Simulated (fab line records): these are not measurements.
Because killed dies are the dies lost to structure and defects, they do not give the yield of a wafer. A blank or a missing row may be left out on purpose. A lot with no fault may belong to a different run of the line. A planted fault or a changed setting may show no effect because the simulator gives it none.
Comparing a struck lot with a sound one | flow gf180mcu | 15 out of 602 route steps
Sound: the wafers L628.2, L628.3, L628.5. Struck: wafer L641.2 (L641.4, L641.6, from the same lot, were not struck and are left out); the cause is given at the end.
Each step with rows lists, per side, the tool, then ch with its chambers, then its first start. Under that, the readings that differ: sound wafers | struck wafers | difference of the means | sigmas: that difference in standard deviations of wafers without a fault.
alike: same words and numbers on both sides, and readings whose means sit less than 2 such deviations apart. not compared: any withheld reading, any reading some wafer has no value for, any bound like >300 that may hide the same value, and any number with overlapping values for which the record gives no deviation.
Wherever a step has rows on one side only, a row that says differs or no value, or a row with sigmas, the two part there. Numbers that have no deviation but don't overlap get no sigmas and don't part them. A reading missing from all wafers of one side parts the sides only when that side holds two or more wafers.

first, 4 steps without rows for these wafers: GF_TOP_METAL_SOFTBAKE_10 (time 60 s); GF_TOP_METAL_EXPOSE_11 (exposes mask MetalTop, target cd 440 nm); GF_TOP_METAL_PEB_12; GF_TOP_METAL_DEVELOP_13 (develop time 60 s).
GF_TOP_METAL_CD_MEAS_14: the cd target is 440 nm.
  sound on cdSem-01 at day 28 10:18; struck on cdSem-01 at day 32 05:48
  alike: cdNm
GF_TOP_METAL_OVL_MEAS_15:
  sound on overlay-01 at day 28 10:25; struck on overlay-02 at day 32 05:55
  alike: TOP_METAL_OVL
GF_TOP_METAL_METAL_ETCH_16: etches the open film in Cl2/BCl3, stops on SiO2, target depth 1197 nm, time 199.5 s.
  sound on rieMetal-03 ch 0, day 28 10:26; struck on rieMetal-03 ch 1, day 32 05:56
  alike: drypumpMotorCurrentA, mfcCl2Sccm, oesProductAu, throttleValvePct
  not compared: rfHoursCounterH
GF_TOP_METAL_STRIP_17: strips in O2/N2.
  sound on plasmaAsher-03 ch 0,1, day 28 10:38; struck on plasmaAsher-01 ch 0, day 32 06:08
reading             | sound             | struck | difference | sigmas
heaterPowerW (W)    | 381 368 396       | 298    | -84        | -2
oesProductAu (a.u.) | 0.706 0.698 0.707 | 0.717  | +0.013     | +3
  alike: drypumpMotorCurrentA, stripTimeToEndpointS
  not compared: rfHoursCounterH
then, 2 steps without rows for these wafers: GF_TOP_METAL_STRIP_18 (strips in post etch residue remover, time 1200 s); GF_TOP_METAL_CLEAN_19 (cleans in DIW).
GF_PASSIVATION_CVD_00: deposits SiO2 from TEOS, target thk 1000 nm, time 111.95 s.
  sound on pecvd-04 ch 0,1,2, day 28 11:10; struck on pecvd-02 ch 1, day 32 06:40
  alike: heaterPowerW, rfFwdPowerW
GF_PASSIVATION_THK_MEAS_01:
  sound on filmMetro-02 at day 28 11:16; struck on filmMetro-03 at day 32 06:45
  alike: PASSIVATION_CVD_00_THK
GF_PASSIVATION_CVD_02: deposits Si3N4, target thk 700 nm, time 486.18 s.
  sound on pecvd-01 ch 1,2, day 28 11:19; struck on pecvd-01 ch 2, day 32 06:48
reading                                      | sound             | struck | difference | sigmas
rfFwdPowerW (W)                              | 449.1 449.3 448.3 | 268.9  | -180.0     | -99 or more
model.Si3N4_of_PASSIVATION_CVD_02.thkNm (nm) | 703.8 698.4 704.7 | 592.2  | -110.1     | 
  alike: heaterPowerW
GF_PASSIVATION_THK_MEAS_03:
  sound on filmMetro-01 at day 28 11:37; struck on filmMetro-01 at day 32 07:06
reading                     | sound       | struck | difference | sigmas
PASSIVATION_CVD_02_THK (nm) | 704 699 705 | 592    | -111       | -12
then, 1 step without rows for these wafers: GF_PASSIVATION_DEHYDRATE_04 (time 60 s).

## WHERE THEY PART
Earliest at GF_TOP_METAL_STRIP_17; latest, in this record, at GF_PASSIVATION_THK_MEAS_03.

WHY: the cause the simulator had injected
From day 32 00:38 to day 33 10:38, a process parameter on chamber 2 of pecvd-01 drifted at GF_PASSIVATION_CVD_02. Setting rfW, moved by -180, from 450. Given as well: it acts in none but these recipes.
